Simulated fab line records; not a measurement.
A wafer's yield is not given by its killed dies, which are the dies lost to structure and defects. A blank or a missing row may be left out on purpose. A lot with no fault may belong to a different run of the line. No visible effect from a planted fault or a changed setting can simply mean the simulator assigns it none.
Chamber matching	flow sky130	SKY_PASSIVATION_ETCH_11 on rie_diel-03: 4 sister chambers
The step etches the open film in CF4/O2, stops on AlCu, target depth 725 nm, time 161.1 s. 18 wafers are shown with their chamber, then 9 later ones without.

WAFERS WITH THEIR CHAMBER
wafer	chamber	throttle_valve_pct (%)	bias_w (W)	O2_flow_sccm (sccm)
L074.1	1	5.963	150.1	9.96
L074.4	0	5.952	150.0	10.03
L074.6	0	5.966	150.8	10.01
L077.2	3	5.971	150.1	9.95
L077.3	1	5.975	149.9	9.99
L077.4	2	5.952	149.9	10.00
L079.1	2	5.976	150.0	9.99
L079.3	3	5.966	150.4	9.97
L079.6	0	5.952	150.1	9.99
L080.1	0	5.952	150.9	9.97
L080.2	3	5.973	149.7	10.01
L080.3	2	5.956	149.6	9.94
L081.2	0	5.973	150.3	9.94
L081.4	1	5.974	150.6	10.02
L081.5	0	5.970	150.0	9.98
L086.1	2	5.973	150.5	9.98
L086.4	1	5.958	148.9	10.05
L086.6	2	5.966	150.4	9.99

SIGNATURES, as means of the wafers listed above
reading	chamber 0	chamber 1	chamber 2	chamber 3	scatter within a chamber
throttle_valve_pct	5.96083	5.96750	5.96460	5.97000	0.00911
bias_w	150.350	149.875	150.080	150.067	0.473
O2_flow_sccm	9.9867	10.0050	9.9800	9.9767	0.0311
Rule: a wafer's distance from a chamber is the root of the sum, over the readings, of the square of ((its reading less the chamber's mean) divided by the reading's scatter). If the next closest chamber is less than 2 further off than the closest, the wafer can't be placed; otherwise it belongs to the closest. The scatter: take each reading less its chamber's mean, square it, sum over the shown wafers, divide by the number of wafers less the number of chambers, and take the root.

WAFERS WITH NO CHAMBER GIVEN
wafer	throttle_valve_pct (%)	bias_w (W)	O2_flow_sccm (sccm)
L090.1	5.938	150.2	10.01
L090.4	5.973	149.7	10.05
L090.6	5.955	150.9	10.02
L092.1	5.968	149.4	9.97
L092.3	5.968	149.9	9.99
L092.5	5.963	149.1	10.01
L097.2	5.962	150.3	9.99
L097.3	5.956	149.7	10.02
L097.6	5.965	150.2	10.02

EACH ONE'S CHAMBER
wafer	from the rows above	in truth
L090.1	can't be placed: 0 or 2 or 1 or 3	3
L090.4	can't be placed: 1 or 3 or 2 or 0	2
L090.6	can't be placed: 0 or 2 or 1 or 3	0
L092.1	can't be placed: 3 or 1 or 2 or 0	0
L092.3	can't be placed: 1 or 3 or 2 or 0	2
L092.5	can't be placed: 1 or 2 or 3 or 0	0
L097.2	can't be placed: 0 or 2 or 3 or 1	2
L097.3	can't be placed: 1 or 2 or 0 or 3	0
L097.6	can't be placed: 1 or 0 or 2 or 3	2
Correctly placed: 0 of 9. From these rows, 9 cannot be placed; in 9 the true chamber is one of the candidates. Placed wrongly: 0.
